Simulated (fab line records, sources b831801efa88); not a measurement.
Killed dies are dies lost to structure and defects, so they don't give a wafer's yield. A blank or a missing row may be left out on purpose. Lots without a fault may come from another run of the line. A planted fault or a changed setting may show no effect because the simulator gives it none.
fab line records | flow sky130
record lots=10 wafers=30 last_day=50
route steps=708 shown CAPM@539 VIA3@594 PAD_OPEN@708
lots that met no fault: from a run of the same line without faults
start_h: hours from the record's first day to the start of the lot's first wafer shown | wait_h: hours since the lot's step before | " the same as in the row above | L1.1+2: a row that stands for several wafers | - no value, or no start given | * or withheld: withheld | < > ~ a bound
route shown NAME@n: a module of which the file shows steps, and the number in the route of the first | usual: mean/standard deviation of fault-free wafers | same: alike in all rows | chamber/n: place in a boat | sites: the reading at each site | _std_site: their standard deviation | _edge_site: outer sites' mean less inner sites' | radius_mm: how far each site lies from the wafer's centre | mask NAME#n: copy n | behind: the tool/chamber that last shaped the wafer | hold: why the lot was held/for how many hours/how that ended | device: the transistor (n, p or np) that didn't switch | end of line: the same wafers' tests at the end of the route | a step without rows: its recipe alone | killed: dies lost to structure and defects at the first sort, not the wafer's yield | map: a wafer's dies, x killed, . not, _ none there
set.NAME: the setting as run; set.NAME@STEP: as run at that earlier step | model.NAME: the simulator's own value behind a step, which no gauge read
steps of the route over a sample of lots; a table a step, a row a wafer
services: from which hour (start_h, from the record's first day; less than 0 if before it) a tool's chamber was out of use, for how many hours, and why
## steps
# step SKY_CAPM_SPUTTER_02
# recipe material=TiN target_thk_nm=200 temp_c=300 power_w=6500 time_s=166.7 chamber_pressure_pa=0.4
# usual susceptor_temp_C=300.03/0.18 throttle_valve_pct=30.4/1.4
# columns lot.wafer tool chamber start_h wait_h susceptor_temp_C throttle_valve_pct
L484.2 pvd_sputter-03 - 876.29 0.0 300.33 29.3
L484.3 " - " " 299.94 29.3
L484.5 " - " " 300.05 31.5
L488.1 pvd_sputter-02 - 902.63 0.1 300.14 28.8
L488.4 " - " " 299.77 31.2
L488.5 " - " " 300.01 31.3
L489.1 pvd_sputter-01 - 910.30 0.1 300.00 31.2
L489.2 " - " " 300.00 30.9
L489.3 " - " " 300.21 27.7
L491.1 pvd_sputter-01 - 922.94 0.1 299.97 31.2
L491.3 " - " " 299.56 31.2
L491.5 " - " " 300.08 27.7
L499.1 pvd_sputter-01 - 971.01 0.1 299.87 31.4
L499.2 " - " " 300.36 30.3
L499.4 " - " " 300.36 31.0
L500.1 pvd_sputter-01 - 977.09 0.1 300.13 28.0
L500.2 " - " " 299.88 30.9
L500.3 " - " " 300.09 30.2
L501.2 pvd_sputter-03 - 987.13 0.0 299.99 29.5
L501.3 " - " " 300.07 31.5
L501.4 " - " " 300.00 28.8
L502.2 pvd_sputter-03 - 992.60 0.0 299.83 29.5
L502.5 " - " " 299.92 29.2
L502.6 " - " " 300.07 29.4
L503.1 pvd_sputter-02 - 1000.59 0.1 299.95 30.3
L503.3 " - " " 299.92 32.0
L503.4 " - " " 299.76 31.2
L504.4 pvd_sputter-03 - 1008.01 0.0 299.98 33.1
L504.5 " - " " 299.89 29.3
L504.6 " - " " 300.34 33.2
# step SKY_CAPM_RS_MEAS_03
# recipe thk_meas_gauge=four-point-probe reads=TiN_of_CAPM_SPUTTER_02
# usual CAPM_TIN_RS=6.94/0.062
# columns lot.wafer tool chamber start_h wait_h CAPM_TIN_RS[ohm/sq]
L484.2 film_metro-03 - 876.42 0.1 6.94
L484.3 " - " " 6.94
L484.5 " - " " 7.04
L488.1 film_metro-03 - 902.74 0.1 6.81
L488.4 " - " " 6.85
L488.5 " - " " 6.91
L489.1 film_metro-04 - 910.41 0.1 6.93
L489.2 " - " " 6.94
L489.3 " - " " 7.03
L491.1 film_metro-04 - 923.06 0.1 6.88
L491.3 " - " " 6.81
L491.5 " - " " 6.97
L499.1 film_metro-03 - 971.11 0.1 6.98
L499.2 " - " " 6.93
L499.4 " - " " 7.00
L500.1 film_metro-04 - 977.20 0.1 6.93
L500.2 " - " " 6.95
L500.3 " - " " 6.87
L501.2 film_metro-04 - 987.25 0.1 6.92
L501.3 " - " " 6.96
L501.4 " - " " 6.90
L502.2 film_metro-01 - 992.73 0.1 6.97
L502.5 " - " " 6.92
L502.6 " - " " 6.92
L503.1 film_metro-04 - 1000.70 0.1 6.81
L503.3 " - " " 6.87
L503.4 " - " " 6.80
L504.4 film_metro-04 - 1008.18 0.1 7.02
L504.5 " - " " 6.96
L504.6 " - " " 7.00
# step SKY_CAPM_METAL_ETCH_13
# recipe target_depth_nm=220 stop_on=SiO2 chemistry=Cl2/BCl3 target=TiN pressure_mtorr=10 icp_w=900 bias_w=48.5 Cl2_flow_sccm=60 bcl3_flow_sccm=30 time_s=62.9
# usual drypump_motor_current_A=5.8/0.55 oes_product_au=0.940/0.0066 throttle_valve_pct=21.904/0.01
# columns lot.wafer tool chamber start_h wait_h drypump_motor_current_A oes_product_au rf_hours_counter_h throttle_valve_pct
L484.2 rie_metal-03 0 901.18 0.0 5.4 0.941 7 21.908
L484.3 " 1 " " 6.2 0.928 - 21.904
L484.5 " 0 " " 5.4 0.930 - 21.911
L488.1 rie_metal-03 0 927.15 0.0 5.4 0.947 8 21.902
L488.4 " 0 " " 5.4 0.952 - 21.892
L488.5 " 0 " " 5.4 0.938 - 21.904
L489.1 rie_metal-03 1 933.93 0.0 6.2 0.945 4 21.907
L489.2 " 0 " " 5.4 0.933 8 21.896
L489.3 " 1 " " 6.2 0.938 - 21.913
L491.1 rie_metal-03 0 947.43 0.0 5.4 0.950 8 21.909
L491.3 " 0 " " 5.4 0.955 - 21.899
L491.5 " 1 " " 6.2 0.934 - 21.908
L499.1 rie_metal-03 0 994.60 0.0 5.4 0.940 11 21.905
L499.2 " 1 " " 6.2 0.944 7 21.902
L499.4 " 0 " " 5.4 0.934 - 21.895
L500.1 rie_metal-04 1 1000.60 0.0 5.1 0.951 8 21.901
L500.2 " 0 " " 5.6 0.938 12 21.909
L500.3 " 0 " " 5.6 0.951 - 21.889
L501.2 rie_metal-04 1 1009.88 0.0 5.0 0.943 9 21.918
L501.3 " 0 " " 5.6 0.940 - 21.907
L501.4 " 1 " " 5.1 0.946 - 21.883
L502.2 rie_metal-03 0 1016.48 0.0 5.4 0.941 12 21.897
L502.5 " 1 " " 6.2 0.948 - 21.892
L502.6 " 0 " " 5.4 0.941 - 21.911
L503.1 rie_metal-04 0 1023.75 0.0 5.6 0.948 14 21.900
L503.3 " 0 " " 5.6 0.943 - 21.899
L503.4 " 1 " " 5.1 0.951 - 21.878
L504.4 rie_metal-02 1 1030.63 0.0 6.6 0.929 - 21.897
L504.5 " 1 " " 6.6 0.935 - 21.913
L504.6 " 0 " " 5.2 0.938 - 21.896
# step SKY_VIA3_CVD_21
# recipe material=W target_thk_nm=390 time_s=117.31 temp_c=400 pressure_torr=40
# usual heater_power_outer_w=494/19 heater_power_w=830/44 susceptor_temp_C=399.96/0.2
# columns lot.wafer tool chamber start_h wait_h heater_power_outer_w heater_power_w susceptor_temp_C
L484.2 cvd_w-02 1 952.08 0.0 527 880 399.82
L484.3 " 0 " " 485 783 399.88
L484.5 " 1 " " 528 882 399.76
L488.1 cvd_w-02 1 978.28 0.0 519 911 399.76
L488.4 " 0 " " 469 772 400.36
L488.5 " 0 " " 488 773 400.04
L489.1 cvd_w-01 0 985.75 0.0 489 822 400.35
L489.2 " 1 " " 506 845 400.08
L489.3 " 0 " " 491 819 399.96
L491.1 cvd_w-02 0 998.19 0.0 466 775 399.52
L491.3 " 0 " " 477 768 399.49
L491.5 " 0 " " 477 778 399.87
L499.1 cvd_w-01 0 1044.70 0.0 488 803 400.26
L499.2 " 1 " " 507 864 399.85
L499.4 " 1 " " 495 833 400.16
L500.1 cvd_w-02 0 1049.82 0.0 486 764 400.13
L500.2 " 1 " " 529 913 399.81
L500.3 " 0 " " 472 752 399.77
L501.2 cvd_w-01 0 1057.56 0.0 485 827 399.92
L501.3 " 1 " " 494 883 399.99
L501.4 " 0 " " 485 824 399.62
L502.2 cvd_w-02 1 1065.21 0.0 533 889 399.99
L502.5 " 0 " " 485 759 400.27
L502.6 " 1 " " 517 904 399.60
L503.1 cvd_w-02 1 1072.56 0.0 539 887 400.08
L503.3 " 1 " " 523 887 400.11
L503.4 " 0 " " 478 781 400.03
L504.4 cvd_w-01 0 1078.12 0.1 486 831 400.12
L504.5 " 1 " " 493 848 399.86
L504.6 " 0 " " 491 827 400.03
# step SKY_VIA3_RS_MEAS_22
# recipe thk_meas_gauge=four-point-probe reads=W_of_VIA3_CVD_21+TiN_of_VIA3_SPUTTER_20
# usual VIA3_W_RS=0.292/0.0046
# columns lot.wafer tool chamber start_h wait_h VIA3_W_RS[ohm/sq]
L484.2 film_metro-02 - 952.22 0.1 0.296
L484.3 " - " " 0.294
L484.5 " - " " 0.294
L488.1 film_metro-03 - 978.41 0.1 1.058
L488.4 " - " " 0.295
L488.5 " - " " 1.070
L489.1 film_metro-01 - 985.87 0.1 0.286
L489.2 " - " " 0.293
L489.3 " - " " 0.287
L491.1 film_metro-02 - 998.44 0.2 1.010
L491.3 " - " " 0.295
L491.5 " - " " 1.028
L499.1 film_metro-01 - 1044.83 0.1 0.283
L499.2 " - " " 0.292
L499.4 " - " " 0.293
L500.1 film_metro-03 - 1049.94 0.1 0.296
L500.2 " - " " 0.293
L500.3 " - " " 0.292
L501.2 film_metro-01 - 1057.71 0.1 0.285
L501.3 " - " " 0.290
L501.4 " - " " 0.288
L502.2 film_metro-02 - 1065.36 0.1 0.294
L502.5 " - " " 0.293
L502.6 " - " " 0.295
L503.1 film_metro-03 - 1072.68 0.1 0.298
L503.3 " - " " 0.297
L503.4 " - " " 0.297
L504.4 film_metro-01 - 1078.26 0.1 0.287
L504.5 " - " " 0.294
L504.6 " - " " 0.285
# step SKY_VIA3_THK_MEAS_23
# recipe thk_meas_gauge=xrf reads=W_of_VIA3_CVD_21
# usual VIA3_W_THK=386/6.6
# columns lot.wafer tool chamber start_h wait_h VIA3_W_THK[nm]
L484.2 film_metro-02 - 952.33 0.1 381
L484.3 " - " " 381
L484.5 " - " " 382
L488.1 film_metro-03 - 978.53 0.1 111
L488.4 " - " " 385
L488.5 " - " " 110
L489.1 film_metro-01 - 985.99 0.1 391
L489.2 " - " " 385
L489.3 " - " " 392
L491.1 film_metro-02 - 998.56 0.1 115
L491.3 " - " " 379
L491.5 " - " " 113
L499.1 film_metro-01 - 1044.95 0.1 401
L499.2 " - " " 387
L499.4 " - " " 386
L500.1 film_metro-03 - 1050.06 0.1 383
L500.2 " - " " 387
L500.3 " - " " 384
L501.2 film_metro-01 - 1057.82 0.1 393
L501.3 " - " " 390
L501.4 " - " " 390
L502.2 film_metro-02 - 1065.47 0.1 378
L502.5 " - " " 379
L502.6 " - " " 376
L503.1 film_metro-03 - 1072.80 0.1 376
L503.3 " - " " 375
L503.4 " - " " 375
L504.4 film_metro-01 - 1078.35 0.1 395
L504.5 " - " " 384
L504.6 " - " " 394
# step SKY_VIA3_CMP_24
# recipe stop_on=SiO2 t_overpolish_s=20 down_force_psi=3.5 platen_rpm=60 target_thk_nm=0 pad_velocity_m_s=0.94248
# usual edge_zone_pressure_frac=1.000/0.0047 motor_current_A=11.0/1 slurry_filter_dp_kPa=13.51/0.14 time_to_endpoint_s=93/3.5
# columns lot.wafer tool chamber start_h wait_h edge_zone_pressure_frac motor_current_A slurry_filter_dp_kPa time_to_endpoint_s
L484.2 cmp-02 1 952.38 0.0 0.996 10.6 13.64 96
L484.3 " 0 " " 0.999 11.1 13.70 95
L484.5 " 1 " " 0.995 10.4 13.54 96
L488.1 cmp-01 0 978.64 0.1 1.001 12.0 13.75 24
L488.4 " 2 " " 0.999 12.6 13.62 92
L488.5 " 0 " " 0.998 12.1 13.69 22
L489.2 cmp-01 2 986.05 0.0 1.003 12.3 13.56 88
L489.3 " 3 " " 1.001 10.5 13.38 89
L489.1 " 0 " " 0.997 12.8 13.49 91
L491.1 cmp-01 3 998.62 0.1 0.998 11.0 13.48 24
L491.3 " 2 " " 1.006 12.3 13.50 92
L491.5 " 3 " " 0.995 10.7 13.71 28
L499.2 cmp-02 0 1045.12 0.2 0.996 10.4 13.57 99
L499.4 " 1 " " 0.993 10.5 13.54 94
L499.1 " 2 " " 0.999 9.6 13.61 98
L500.1 cmp-02 3 1050.12 0.1 0.995 10.0 13.49 93
L500.3 " 0 " " 1.002 10.7 13.59 96
L500.2 " 2 " " 0.998 9.5 13.31 99
L501.3 cmp-02 2 1057.87 0.0 0.997 9.1 13.58 96
L501.4 " 0 " " 1.002 10.1 13.49 95
L501.2 " 1 " " 1.007 10.3 13.50 97
L502.2 cmp-01 0 1065.62 0.1 0.989 12.8 13.57 92
L502.5 " 2 " " 0.997 12.2 13.49 92
L502.6 " 3 " " 1.006 11.2 13.23 91
L503.1 cmp-02 2 1072.86 0.1 0.986 9.3 13.38 93
L503.4 " 3 " " 1.000 10.2 13.34 93
L503.3 " 0 " " 0.994 10.8 13.39 95
L504.4 cmp-02 1 1078.48 0.1 1.000 10.3 13.41 100
L504.5 " 3 " " 1.000 10.1 13.38 93
L504.6 " 0 " " 0.999 10.4 13.66 100
# step SKY_PAD_OPEN_PROBE_99
# usual defect_limited_yield=82.5/2 killed_at_M0_to_M3=43/7.1 killed_at_M4_up=3.3/2 killed_at_contacts=24/5.1 killed_at_front_end=15/4.6 killed_at_other=0.3/0.6 killed_dies=86/9.6 killed_open=46/7.3 killed_short=39/6.7 sort_bin_3_pad_short=0.9/0.44 sort_bin_5_function=10.4/1.5 sort_bin_6_memory=6.2/1.1 sort_n_pass=406/9.6 sort_yield_pct=82.5/2
# same gross_dies=492 killed_at_back_side=0 sort_bin_4_leakage[%]=0 sort_bin_8_speed[%]=0
# columns lot.wafer tool chamber start_h wait_h defect_limited_yield[%] killed_at_M0_to_M3 killed_at_M4_up killed_at_contacts killed_at_front_end killed_at_other killed_dies killed_open killed_short sort_bin_3_pad_short[%] sort_bin_5_function[%] sort_bin_6_memory[%] sort_n_pass sort_yield_pct[%]
L489.1 prober-02 - 1125.43 0.1 84.6 35 4 28 9 0 76 44 32 0.4 10.0 5.1 416 84.6
# killed by level:class
L489.1 LI_CONTACT:geometric_particle:open=14 METAL1:geometric_particle:short=8 POLY_GATE:geometric_particle:short=6 CONTACT:geometric_particle:open=6 VIA1:geometric_particle:open=6 VIA3:geometric_particle:open=5 LOCAL_INTERCONNECT:geometric_particle:short=5 VIA2:geometric_particle:open=5
## services
# columns tool chamber start_h hours kind
cmp-01 - 853.36 0.3 repair
rie_metal-03 0 856.76 10.4 repair
pvd_sputter-01 - 882.35 0.6 repair
pvd_sputter-03 - 882.81 15.7 repair
pvd_sputter-03 - 884.85 2.9 repair
rie_metal-03 1 897.38 2.3 repair
cvd_w-01 - 904.00 14.0 pm
cmp-02 - 907.98 4.4 repair
cmp-02 - 912.37 4.0 pm
cmp-02 - 921.19 4.5 pm
pvd_sputter-01 - 932.95 8.8 repair
cvd_w-02 - 934.93 2.8 pm
pvd_sputter-01 - 957.74 1.2 repair
pvd_sputter-03 - 958.76 12.5 repair
cmp-02 - 970.90 11.5 pm
pvd_sputter-01 - 988.33 20.5 repair
cmp-01 - 991.06 3.6 repair
cvd_w-02 1 993.24 15.1 repair
cvd_w-02 - 995.53 2.2 repair
cmp-02 - 1009.17 2.3 repair
rie_metal-03 - 1025.77 2.8 pm
cmp-02 - 1026.43 2.1 repair
rie_metal-03 - 1030.18 14.6 pm
cmp-01 - 1036.35 3.8 repair
## key
first_sign step=SKY_VIA3_RS_MEAS_22 reading=VIA3_W_RS direction=up sigmas=99+ usual=0.292 struck=1.042
effect step=SKY_VIA3_THK_MEAS_23 reading=VIA3_W_THK direction=down sigmas=41 usual=386 struck=112
effect step=SKY_VIA3_CMP_24 reading=time_to_endpoint_s direction=down sigmas=20 usual=* struck=*
met_at SKY_VIA3_CVD_21
struck_lots L488,L491
struck_wafers L488.1,L488.5,L491.1,L491.5
not_acting_at SKY_CAPM_SPUTTER_02,SKY_CAPM_RS_MEAS_03,SKY_CAPM_METAL_ETCH_13
onset_between 952.08 978.28
fault kind=process_parameter_drift tool=cvd_w-02 chamber=- onset_h=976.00 steps=SKY_VIA3_CVD_21 channel=target_thk_nm offset=-273.5 shape=step end_h=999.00 scope=struck_wafers_only acts_in=these_recipes_only stated=390
